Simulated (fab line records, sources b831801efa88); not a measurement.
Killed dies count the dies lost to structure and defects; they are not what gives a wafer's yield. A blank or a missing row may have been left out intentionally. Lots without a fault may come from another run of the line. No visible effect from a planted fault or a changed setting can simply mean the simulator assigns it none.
What tool caused it? + flow gf180mcu + Sampling: 12 lots, 36 wafers, 4 of 602 route steps

== WHAT THE GAUGES SHOWED, per wafer ==
GF_STI_THK_MEAS_04.
| lot  | measured    | on            | STI_CVD_03_THK (nm) |
|------|-------------|---------------|---------------------|
| L116 | day 1 13:34 | film-metro-01 | 211.6 211.4 210.4   |
| L119 | day 2 05:34 | film-metro-03 | 209.5 208.5 208.4   |
| L122 | day 2 19:34 | film-metro-01 | 205.1 204.9 205.1   |
| L123 | day 3 01:02 | film-metro-01 | 209.1 210.0 211.0   |
| L124 | day 3 05:50 | film-metro-01 | 205.0 206.7 203.8   |
| L125 | day 3 10:34 | film-metro-03 | 208.0 205.3 208.3   |
| L132 | day 5 01:26 | film-metro-01 | 210.4 209.6 210.9   |
| L133 | day 5 02:34 | film-metro-03 | 205.8 204.3 206.6   |
| L135 | day 5 15:02 | film-metro-01 | 206.7 207.4 206.7   |
| L136 | day 5 19:05 | film-metro-02 | 204.5 207.8 206.4   |
| L137 | day 5 23:33 | film-metro-03 | 207.1 208.1 205.8   |
| L138 | day 6 04:52 | film-metro-01 | 206.2 206.6 207.1   |

GF_LVPWELL_OVL_MEAS_07.
| lot  | measured    | on         | LVPWELL_OVL (nm) |
|------|-------------|------------|------------------|
| L116 | day 3 20:19 | overlay-02 | -1.9 -2.5 -2.7   |
| L119 | day 4 13:23 | overlay-02 | 0.9 -1.4 0.2     |
| L122 | day 5 05:14 | overlay-02 | 0.6 1.1 1.3      |
| L123 | day 5 10:55 | overlay-01 | -0.7 -0.6 -0.3   |
| L124 | day 5 18:25 | overlay-01 | 1.7 2.3 2.6      |
| L125 | day 5 23:16 | overlay-02 | 2.1 1.2 1.3      |
| L132 | day 7 16:03 | overlay-02 | 2.8 1.5 2.5      |
| L133 | day 7 18:16 | overlay-01 | -0.6 -0.4 -0.6   |
| L135 | day 8 06:51 | overlay-01 | 0.3 1.8 0.2      |
| L136 | day 8 17:24 | overlay-02 | 0.4 -0.4 -2.4    |
| L137 | day 9 06:16 | overlay-01 | -0.2 1.1 -0.6    |
| L138 | day 9 06:57 | overlay-02 | 0.4 1.0 0.9      |

GF_VT_IMPLANT_TW_MEAS_10.
| lot  | measured     | on            | VT_IMPLANT_TW           |
|------|--------------|---------------|-------------------------|
| L116 | day 5 14:24  | film-metro-04 | 568 565 572             |
| L119 | day 6 08:19  | film-metro-04 | 565 566 569             |
| L122 | day 7 00:34  | film-metro-01 | 586 587 586 588 588 589 |
| L123 | day 7 07:19  | film-metro-03 | 600 598 595 597 594 595 |
| L124 | day 7 15:10  | film-metro-01 | 586 585 589 583 586 588 |
| L125 | day 7 20:17  | film-metro-04 | 567 564 569             |
| L132 | day 9 19:16  | film-metro-01 | 562 566 564             |
| L133 | day 9 20:49  | film-metro-01 | 563 564 567             |
| L135 | day 10 11:46 | film-metro-03 | 572 572 574             |
| L136 | day 10 22:58 | film-metro-01 | 566 564 563             |
| L137 | day 11 13:05 | film-metro-04 | 565 566 566             |
| L138 | day 11 13:59 | film-metro-04 | 566 566 566             |

== WHAT TOOL EACH LOT RAN ON (gives the tool, then ch and the chambers of the sampled wafers, and finally the start) ==
| lot  | GF_VT_IMPLANT_IMPLANT_08        |
|------|---------------------------------|
| L116 | implanter-03 ch 0, day 5 14:10  |
| L119 | implanter-03 ch 0, day 6 08:05  |
| L122 | implanter-03 ch 0, day 7 00:19  |
| L123 | implanter-03 ch 0, day 7 07:04  |
| L124 | implanter-03 ch 0, day 7 14:56  |
| L125 | implanter-02 ch 0, day 7 20:02  |
| L132 | implanter-03 ch 0, day 9 19:01  |
| L133 | implanter-03 ch 0, day 9 20:34  |
| L135 | implanter-03 ch 0, day 10 11:31 |
| L136 | implanter-02 ch 0, day 10 22:43 |
| L137 | implanter-03 ch 0, day 11 12:50 |
| L138 | implanter-04 ch 0, day 11 13:44 |
- GF_VT_IMPLANT_IMPLANT_08

== WHAT THE TOOLS THEMSELVES READ (means of the sampled wafers that have a number; where no wafer has one, the mark that the record gives instead) ==
GF_VT_IMPLANT_IMPLANT_08.
| lot  | tool         | beam-energy-keV | dose-ions-cm2 | faraday-current-uA | tilt-deg (degrees) |
|------|--------------|-----------------|---------------|--------------------|--------------------|
| L116 | implanter-03 | 19.993          | 8.282e+12     | 46.9               | 6.994              |
| L119 | implanter-03 | 20.001          | 8.287e+12     | 47.2               | 6.999              |
| L122 | implanter-03 | 20.012          | 9.410e+12     | 53.1               | 6.977              |
| L123 | implanter-03 | 20.006          | 9.411e+12     | 53.0               | 7.015              |
| L124 | implanter-03 | 19.999          | 9.419e+12     | 52.7               | 6.996              |
| L125 | implanter-02 | 20.006          | 8.278e+12     | 47.5               | 6.998              |
| L132 | implanter-03 | 20.000          | 8.280e+12     | 45.9               | 6.987              |
| L133 | implanter-03 | 20.001          | 8.300e+12     | 47.9               | 6.971              |
| L135 | implanter-03 | 20.004          | 8.277e+12     | 46.7               | 7.006              |
| L136 | implanter-02 | 20.000          | 8.295e+12     | 47.6               | 6.974              |
| L137 | implanter-03 | 20.001          | 8.287e+12     | 46.3               | 6.983              |
| L138 | implanter-04 | 20.007          | 8.282e+12     | 47.3               | 6.998              |

== THE ANSWER, worked out from the rows above alone ==
Rule: the usual values come from the lots themselves. Put in order of their means at a reading, lots are off if they are a third of the lots or fewer, leave a main group of 4 or more, and stand apart from it by a gap of 3 or more times the standard deviation of the main group's means; of several such gaps the widest counts. A main group whose means are all the same, to the digits that the tables above print for the reading, isn't used. A lot without any number at a reading at which 4 lots or more have one is off too. Where the step has rows for the other lots, those lots are counted as sound. First the gauges in route order, then the tools' own readings, where a lot's mean is used as printed above. The first step at which some lot is off is used, and at that step the reading that is off furthest; a lot without a number counts as furthest.
Off: L122, L123, L124, at GF_VT_IMPLANT_TW_MEAS_10 (VT_IMPLANT_TW). The main group: mean 567, standard deviation 2.5.
A tool fits if, at a process step before that reading, it ran every lot that is off, and no sound lot after the first of them. The gauges at GF_VT_IMPLANT_TW_MEAS_10 aren't tried: what is off there is off at GF_VT_IMPLANT_IMPLANT_08 too, on other tools, and a gauge's error can't cause that. Not one of the candidates tried fits.

== WHAT HAD BEEN PUT IN BY THE SIMULATOR ==
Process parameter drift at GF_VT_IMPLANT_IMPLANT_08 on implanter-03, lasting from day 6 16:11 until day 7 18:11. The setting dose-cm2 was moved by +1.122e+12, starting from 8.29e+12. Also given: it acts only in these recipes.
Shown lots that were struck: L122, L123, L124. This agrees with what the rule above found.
